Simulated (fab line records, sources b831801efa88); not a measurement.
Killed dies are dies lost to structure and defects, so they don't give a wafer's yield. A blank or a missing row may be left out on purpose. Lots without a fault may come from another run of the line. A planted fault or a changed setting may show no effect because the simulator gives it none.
One fault seen from 2 desks | flow sky130 | each desk has only its own numbers; what lay behind them comes last

THE TOOL OWNER'S DESK: rie_metal-01
The tool's own readings at SKY_METAL5_METAL_ETCH_15 (etches the open film in Cl2/BCl3, stops on SiO2, target depth 1260 nm, time 252 s): means of the sampled wafers that have a number, for each lot that ran on this tool. A lot is out of limits, marked OUT, if its mean lies more than 4 standard deviations from the usual mean; the brackets give that distance.
Columns: A = bias_w at SKY_METAL5_METAL_ETCH_15, usual 48.49 W; B = drypump_motor_current_A at SKY_METAL5_METAL_ETCH_15, usual 6.1 A; C = oes_product_au at SKY_METAL5_METAL_ETCH_15, usual 0.893 a.u.; D = throttle_valve_pct at SKY_METAL5_METAL_ETCH_15, usual 22.263 %
lot  | first seen here | A               | B   | C     | D
L101 | day 44 06:55    | 48.50           | 6.3 | 0.895 | 22.263
L107 | day 46 05:19    | 48.32           | 6.4 | 0.897 | 22.270
L109 | day 47 04:34    | 48.52           | 6.3 | 0.887 | 22.264
L114 | day 47 22:19    | 48.56           | 6.2 | 0.891 | 22.270
L115 | day 48 00:34    | 55.86 (+53) OUT | 6.2 | 0.893 | 22.262
L116 | day 48 10:22    | 56.01 (+54) OUT | 6.2 | 0.893 | 22.265
This desk's finding: out of limits on L115, L116; first on L115, day 48 00:34 (bias_w at SKY_METAL5_METAL_ETCH_15). In limits: L101, L107, L109, L114.

THE METROLOGY DESK
What the gauges read, lot by lot, whatever tool the lot ran on: means of the sampled wafers that have a number. A lot is out of limits, marked OUT, if its mean lies more than 4 standard deviations from the usual mean; the brackets give that distance.
Columns: A = cd_nm at SKY_METAL3_CD_MEAS_13, usual 300.5 nm; B = METAL3_OVL at SKY_METAL3_OVL_MEAS_14, usual 0 nm; C = PASSIVATION_CVD_00_THK at SKY_PASSIVATION_THK_MEAS_01, usual 89.9 nm
lot  | first seen here | A     | B  | C
L101 | day 38 22:41    | 301.3 | -1 | 89.7
L105 | day 40 09:32    | 299.1 | -3 | 91.7
L107 | day 41 06:22    | 302.4 | 8  | 89.7
L109 | day 42 06:25    | 299.0 | 5  | 88.7
L114 | day 43 04:22    | 300.8 | -2 | 92.1
L115 | day 43 07:20    | 300.0 | -4 | 90.3
L116 | day 43 16:05    | 300.4 | 2  | 88.8
L120 | day 44 11:50    | 299.7 | -5 | 91.1
L121 | day 45 08:26    | 301.1 | -1 | 90.0
L123 | day 45 10:32    | 299.9 | -3 | 89.5
L124 | day 45 11:50    | 302.2 | 3  | 90.2
This desk's finding: nothing out of limits on any of the 11 lots.

PUT TOGETHER
The tool owner's desk could have raised an alarm at day 48 00:34, on L115, L116.
The metrology desk saw nothing out of limits.
The metrology desk has L115, L116 on record, within its limits.
Of the lots named, all ran SKY_METAL5_METAL_ETCH_15 on rie_metal-01.

WHAT THE SIMULATOR HAD PUT IN
Process parameter drift: rie_metal-01, from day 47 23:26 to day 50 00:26, at SKY_METAL5_METAL_ETCH_15. Setting bias_w, moved by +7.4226, from 48.5. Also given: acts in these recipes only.
Lots struck among those shown: L115, L116.
Hours from the fault's start to each desk's first reading out of limits: the tool owner's desk, 1.
